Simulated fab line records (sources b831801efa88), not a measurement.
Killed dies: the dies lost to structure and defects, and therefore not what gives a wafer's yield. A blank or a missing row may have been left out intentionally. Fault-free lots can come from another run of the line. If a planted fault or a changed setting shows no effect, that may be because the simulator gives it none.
Which tool was responsible? -- flow gf180mcu -- 13 lots, 39 wafers sampled, at 5 steps of a route of 602

## WHAT THE GAUGES SHOWED, per wafer
GF_HV_LDD_CD_MEAS_07: the cd target is 400 nm. Usual: 399.7 nm for cd-nm, sd 2.1.
lot,measured,on,cd-nm (nm),flag
L527,day 11 04:26,cd-sem-01,400.3 400.2 400.4,
L528,day 11 05:07,cd-sem-02,400.6 399.0 399.0,
L529,day 11 14:49,cd-sem-01,400.7 399.7 400.8,
L530,day 11 15:03,cd-sem-02,398.7 397.3 397.2,
L534,day 12 17:52,cd-sem-01,400.8 401.2 401.3,
L535,day 13 02:37,cd-sem-01,401.3 402.2 401.7,
L536,day 13 09:02,cd-sem-01,397.3 397.0 396.6,
L541,day 14 22:39,cd-sem-02,404.3 403.0 403.2,
L543,day 15 08:27,cd-sem-02,400.4 400.8 401.5,
L545,day 15 21:06,cd-sem-01,400.5 403.7 402.0,
L546,day 16 09:35,cd-sem-01,396.3 399.4 397.7,
L547,day 16 14:07,cd-sem-01,396.0 398.7 397.1,
L548,day 17 02:22,cd-sem-02,402.1 401.4 397.4,

GF_HV_LDD_CD_MEAS_46: the cd target is 400 nm. Usual: 400.0 nm for cd-nm, sd 2.
lot,measured,on,cd-nm (nm),flag
L527,day 13 14:20,cd-sem-01,401.7 401.0 400.6,
L528,day 13 16:07,cd-sem-02,398.5 397.6 397.8,
L529,day 14 03:25,cd-sem-01,399.9 399.4 400.6,
L530,day 14 03:50,cd-sem-02,398.9 399.7 399.2,
L534,day 15 09:29,cd-sem-02,403.1 403.5 401.4,
L535,day 15 18:43,cd-sem-01,395.2 396.0 397.9,
L536,day 16 02:23,cd-sem-01,403.1 400.2 399.8,
L541,day 17 18:40,cd-sem-02,401.1 401.7 399.6,
L543,day 18 05:50,cd-sem-01,399.6 398.1 400.6,
L545,day 18 18:26,cd-sem-02,399.8 400.4 399.4,
L546,day 19 08:35,cd-sem-01,401.6 401.7 402.7,
L547,day 19 13:52,cd-sem-02,398.0 399.3 397.5,
L548,day 20 02:59,cd-sem-01,404.0 403.7 401.7,

GF_HV_LDD_RS_MEAS_53: a four-point-probe measurement. Usual: HV_LDD_RS gives 418.4 ohm/sq (standard deviation 0.96).
lot,measured,on,HV_LDD_RS (ohm/sq),flag
L527,day 13 14:55,film-metro-03,419.2 418.8 419.1,
L528,day 13 16:42,film-metro-01,418.3 418.7 418.2,
L529,day 14 04:00,film-metro-01,417.5 417.7 415.8,
L530,day 14 04:25,film-metro-04,419.1 419.5 417.8,
L534,day 15 10:04,film-metro-04,404.0 404.5 404.8,OFF
L535,day 15 19:18,film-metro-04,417.8 418.2 418.4,
L536,day 16 02:58,film-metro-04,404.9 404.7 405.1,OFF
L541,day 17 19:15,film-metro-03,417.2 418.1 418.1,
L543,day 18 06:25,film-metro-03,418.5 418.8 418.7,
L545,day 18 19:01,film-metro-01,416.9 417.3 417.5,
L546,day 19 09:10,film-metro-03,418.3 417.3 417.7,
L547,day 19 14:27,film-metro-03,418.5 418.9 417.5,
L548,day 20 03:37,film-metro-03,417.4 417.2 417.7,

## WHAT TOOL EACH LOT RAN ON (gives the tool, then ch and the chambers of the sampled wafers, and finally the start)
lot,GF_HV_LDD_IMPLANT_35,GF_HV_LDD_STRIP_37
L527,"implanter-01 ch 0, day 12 17:32","plasma-asher-04 ch 0,1, day 12 17:50"
L528,"implanter-01 ch 0, day 12 19:37","plasma-asher-02 ch 0,1, day 12 19:55"
L529,"implanter-02 ch 0, day 13 06:58","plasma-asher-02 ch 0,1, day 13 07:16"
L530,"implanter-04 ch 0, day 13 07:18","plasma-asher-02 ch 0,1, day 13 07:34"
L534,"implanter-01 ch 0, day 14 11:16","plasma-asher-04 ch 1, day 14 11:34"
L535,"implanter-02 ch 0, day 14 20:34","plasma-asher-02 ch 0,1, day 14 20:52"
L536,"implanter-01 ch 0, day 15 03:46","plasma-asher-04 ch 0,1, day 15 04:02"
L541,"implanter-02 ch 0, day 16 19:29","plasma-asher-02 ch 0,1, day 16 19:46"
L543,"implanter-02 ch 0, day 17 06:13","plasma-asher-02 ch 0,1, day 17 06:29"
L545,"implanter-01 ch 0, day 17 18:44","plasma-asher-04 ch 0,1, day 17 19:01"
L546,"implanter-02 ch 0, day 18 08:32","plasma-asher-04 ch 0,1, day 18 08:49"
L547,"implanter-04 ch 0, day 18 13:26","plasma-asher-01 ch 0,1, day 18 13:43"
L548,"implanter-01 ch 0, day 19 02:37","plasma-asher-04 ch 0,1, day 19 02:55"
- GF_HV_LDD_IMPLANT_35
- GF_HV_LDD_STRIP_37: strips in O2/N2.

## WHAT THE TOOLS THEMSELVES READ (means of the sampled wafers that have a number; where no wafer has one, the mark that the record gives instead)
GF_HV_LDD_IMPLANT_35. Usual: 60.002 for beam-energy-keV, sd 0.016.
lot,tool,beam-energy-keV,flag
L527,implanter-01,59.991,
L528,implanter-01,60.026,
L529,implanter-02,59.990,
L530,implanter-04,59.992,
L534,implanter-01,67.275,OFF
L535,implanter-02,60.005,
L536,implanter-01,67.250,OFF
L541,implanter-02,60.003,
L543,implanter-02,59.999,
L545,implanter-01,60.012,
L546,implanter-02,59.984,
L547,implanter-04,60.013,
L548,implanter-01,60.016,

GF_HV_LDD_STRIP_37. Usual: drypump-motor-current-A 5.6 A, standard deviation 0.42; heater-power-w 327 W, standard deviation 34; n2-flow-sccm 300.0 sccm, standard deviation 0.97; oes-product-au 0.716 a.u., standard deviation 0.0046; strip-time-to-endpoint-s 12.622 s, standard deviation 0.028.
lot,tool,drypump-motor-current-A (A),heater-power-w (W),n2-flow-sccm (sccm),oes-product-au (a.u.),strip-time-to-endpoint-s (s),flag
L527,plasma-asher-04,5.3,356,299.5,0.713,12.604,
L528,plasma-asher-02,6.2,291,300.3,0.715,12.633,
L529,plasma-asher-02,6.3,300,300.4,0.720,12.604,
L530,plasma-asher-02,6.3,291,300.3,0.713,12.635,
L534,plasma-asher-04,5.2,369,300.7,0.716,12.594,
L535,plasma-asher-02,6.3,287,299.2,0.717,12.629,
L536,plasma-asher-04,5.3,352,299.3,0.717,12.642,
L541,plasma-asher-02,6.2,294,300.0,0.712,12.606,
L543,plasma-asher-02,6.2,296,300.4,0.721,12.617,
L545,plasma-asher-04,5.3,359,300.7,0.717,12.627,
L546,plasma-asher-04,5.3,356,299.8,0.714,12.601,
L547,plasma-asher-01,5.3,308,299.5,0.714,12.679,
L548,plasma-asher-04,5.4,345,300.9,0.718,12.611,

## THE ANSWER, worked out from the rows above alone
Rule: a lot counts as off when the mean over its wafers that have a number is more than 3 standard deviations away from the usual mean. A lot without any number at a reading at which 4 lots or more have one is off too. All remaining lots with rows at the step are treated as sound. The gauges are gone through in route order, then the tools' own readings, and for those a lot's mean is taken as printed above. At the first step where some lot is off, the reading lying furthest off is the one used; lots without a number count as furthest.
Off: L534, L536, at GF_HV_LDD_RS_MEAS_53 (HV_LDD_RS).
If a tool, at a process step before that reading, ran all the lots that are off and no sound lot after the first of them, it fits. Not tried: the gauges at GF_HV_LDD_RS_MEAS_53; whatever is off there is also off at GF_HV_LDD_IMPLANT_35, on other tools, and gauge error can't account for it. No candidate that was tried fits.

## WHAT THE SIMULATOR HAD PUT IN
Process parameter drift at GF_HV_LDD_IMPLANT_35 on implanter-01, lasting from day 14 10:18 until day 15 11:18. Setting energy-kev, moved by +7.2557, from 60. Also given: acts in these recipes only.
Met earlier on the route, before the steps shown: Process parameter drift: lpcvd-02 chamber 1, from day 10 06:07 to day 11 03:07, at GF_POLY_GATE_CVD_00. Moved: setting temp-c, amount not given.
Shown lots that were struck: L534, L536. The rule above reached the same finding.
